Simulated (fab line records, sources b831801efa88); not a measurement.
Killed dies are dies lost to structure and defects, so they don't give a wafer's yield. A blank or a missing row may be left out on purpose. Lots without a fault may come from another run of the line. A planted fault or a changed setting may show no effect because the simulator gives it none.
Problem report in the 8D (eight disciplines) form, filled by code | flow sky130 | the parts of the form that need people (team, actions taken, sign-off) are left out

1. THE PROBLEM
NWELL_2_TW at SKY_NWELL_TW_MEAS_26 reads a mean of 29.9 on 3 wafers of 1 lot; wafers without a fault read 494.1 with a standard deviation of 2.7. That is -99 or more standard deviations from the usual mean.
First seen on wafer L166.1, day 7 00:10, on film_metro-04. The record holds 39 wafers of 13 lots with a number at this step. Rule for "out", or "out of limits": more than 4 standard deviations from the usual mean. The other wafers with a number count as sound.

2. WHAT IT IS AND WHAT IT IS NOT
question                    | is                     | is not
which readings at this step | NWELL_2_TW             | -
which lots                  | L166                   | L161, L163, L165, L167, L172, L176, L177, L178, L180, L181, L182, L183
which wafers of those lots  | all that have a number | -
read on which gauges        | film_metro-04          | film_metro-02, film_metro-03
when                        | from day 7 00:10       | up to then (9 sound wafers); but 27 sound wafers of L167, L172, L176, L177, L178, L180, L181, L182, L183 came after

3. SUSPECTS, AND WHAT RULES EACH OUT
Counting: a tool at a process step up to the reading stays a suspect if it ran every lot that is out and no sound lot after the first of them.
- the gauge at SKY_NWELL_TW_MEAS_26: ruled out. All the wafers that are out were read on film_metro-04, but those of them that SKY_NWELL_STRIP_25 has rows for are out there too, on other tools.
- plasma_asher-02 at SKY_NWELL_STRIP_14 (strips in O2/N2): ruled out as a lasting fault. Sound lots L177, L178, L180 ran on it after its first lot that is out, L166 (day 6 04:47).
- plasma_asher-04 at SKY_NWELL_STRIP_25 (strips in O2/N2): ruled out as a lasting fault. Sound lots L167, L172, L178, L180, L181, L182 ran on it after its first lot that is out, L166 (day 7 00:04).
Left after counting: nothing in the record.

4. THE CAUSE (what the simulator had put in)
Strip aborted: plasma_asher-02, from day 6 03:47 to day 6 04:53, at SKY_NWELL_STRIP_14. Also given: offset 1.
Counting ruled it out, wrongly: the rule takes a fault to strike every lot that its tool runs from its start on, and this one did not.

5. THE CHAIN OF EFFECTS, in route order
Each row: a reading whose mean over the struck wafers that have a number lies more than 3 standard deviations from the usual. Only readings for which the record gives a usual standard deviation are gone through. hours: the time from each lot's start at the first step in this table that gives one to its start at this step, as a median over the lots. sigmas: the change in usual standard deviations.
hours | step                 | reading                  | usual        | on struck wafers | change | sigmas
0     | SKY_NWELL_STRIP_14   | chamber_pressure_mTorr   | 1499.8 mTorr | 1489.8           | -10.0  | -7.7
0     | SKY_NWELL_STRIP_14   | oes_product_au           | 0.722 a.u.   | 0.801            | +0.079 | +17
19    | SKY_NWELL_STRIP_25   | strip_time_to_endpoint_s | 36.95 s      | 73.21            | +36.26 | +99 or more
19    | SKY_NWELL_TW_MEAS_26 | NWELL_2_TW               | 494.1        | 29.9             | -464.2 | -99 or more
The process steps in it:
- SKY_NWELL_STRIP_14: strips in O2/N2.
- SKY_NWELL_STRIP_25: strips in O2/N2.
Readings that are blank on the struck wafers while sound wafers have them: strip_time_to_endpoint_s at SKY_NWELL_STRIP_14.
Later measuring or inspecting steps at which every struck wafer that the step has a row for has a number for every such reading, and none has moved that far: SKY_VT_ADJUST_HVTP_CD_MEAS_07.

6. WHAT WOULD HAVE CAUGHT IT SOONER
In this record the first reading out of limits at a measuring or inspecting step was taken at day 7 00:10, 20 hours after the fault began at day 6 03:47.
The tool's own readings at SKY_NWELL_STRIP_14 were out on some of the struck wafers (chamber_pressure_mTorr, oes_product_au): an alarm limit on them would have fired on those.
